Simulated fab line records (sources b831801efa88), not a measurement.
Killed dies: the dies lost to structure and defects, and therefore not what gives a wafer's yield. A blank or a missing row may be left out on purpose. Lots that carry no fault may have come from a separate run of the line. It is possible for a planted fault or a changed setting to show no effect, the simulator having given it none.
Problem report in the 8D (eight disciplines) form, filled by code + flow gf180mcu + the parts of the form that need people (team, actions taken, sign-off) are left out

## 1. PROBLEM STATEMENT
Across 6 wafers from 2 lots, LVPWELL_RS at GF_VT_IMPLANT_RS_MEAS_48 averages 1156 ohm/sq, while fault-free wafers read 1197 ohm/sq with a standard deviation of 3.2. That is -13 standard deviations from the usual mean.
The step: measures by four-point-probe.
First seen on wafer L103.2, day 10 01:42, on film-metro-04. The record holds 42 wafers of 14 lots with a number at this step. The rule behind "out" and "out of limits": a value lying over 4 standard deviations away from the usual mean. All remaining wafers that have a number are taken as sound.

## 2. WHAT IT IS, AND WHAT IT ISN'T
| question                    | is                           | is not                                                                                       |
|-----------------------------|------------------------------|----------------------------------------------------------------------------------------------|
| which readings at this step | LVPWELL_RS                   | -                                                                                            |
| which lots                  | L103, L107                   | L101, L106, L112, L115, L116, L117, L994, L995, L996, L997, L998, L999                       |
| which wafers of those lots  | all that have a number       | -                                                                                            |
| read on which gauges        | film-metro-02, film-metro-04 | film-metro-01                                                                                |
| when                        | from day 10 01:42            | up to then (21 sound wafers); but 15 sound wafers of L106, L112, L115, L116, L117 came after |

## 3. SUSPECTS, AND WHAT RULES EACH OUT
Counting: a tool stays on the suspect list if, at a process step up to the reading, it processed all lots that are out and no sound lot following the first of them.
- the gauge at GF_VT_IMPLANT_RS_MEAS_48: ruled out. The wafers that are out were read on 2 gauges (film-metro-02, film-metro-04).
- implanter-03 at GF_LVPWELL_IMPLANT_09: ruled out as a lasting fault. Sound lots L117 ran on it after its first lot that is out, L103 (day 5 22:42).
Left after counting: nothing in the record.

## 4. THE CAUSE (what the simulator had put in)
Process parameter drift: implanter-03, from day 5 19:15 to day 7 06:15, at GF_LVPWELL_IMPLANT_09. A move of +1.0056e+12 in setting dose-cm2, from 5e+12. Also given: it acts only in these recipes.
It was ruled out by counting, in error; the rule expects a fault to strike all lots run on its tool from its start on, and this fault did not.

## 5. THE CHAIN OF EFFECTS, in route order
Each row: a reading where the mean over the struck wafers with a number is more than 3 standard deviations away from the usual. Readings are gone through only where the record gives a usual standard deviation; hours: the median, over the lots, of the time from a lot's start at the first step in this table giving one to that lot's start at this step; sigmas: the change measured in usual standard deviations.
| hours | step                     | reading            | usual       | on struck wafers | change | sigmas      |
|-------|--------------------------|--------------------|-------------|------------------|--------|-------------|
| 0     | GF_LVPWELL_IMPLANT_09    | dose-ions-cm2      | 5e+12       | 6e+12            | +1e+12 | +99 or more |
| 0     | GF_LVPWELL_IMPLANT_09    | faraday-current-uA | 28.2        | 33.9             | +5.7   | +9.5        |
| 102   | GF_VT_IMPLANT_RS_MEAS_48 | LVPWELL_RS         | 1197 ohm/sq | 1156             | -41    | -13         |
Its process steps:
- GF_LVPWELL_IMPLANT_09
At these later measuring or inspecting steps, every struck wafer for which the step has a row has a number for every such reading, and none has moved that far: GF_DUAL_GATE_THK_MEAS_03, GF_CONTACT_THK_MEAS_26.

## 6. HOW IT WOULD HAVE BEEN CAUGHT EARLIER
Counted from the fault's start at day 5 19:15, it took 102 hours until the first out-of-limits reading at a measuring or inspecting step in this record, taken at day 10 01:42.
Tool's own readings at GF_LVPWELL_IMPLANT_09, dose-ions-cm2, faraday-current-uA: out on all struck wafers the step has rows for; an alarm limit on them would have tripped on the first.
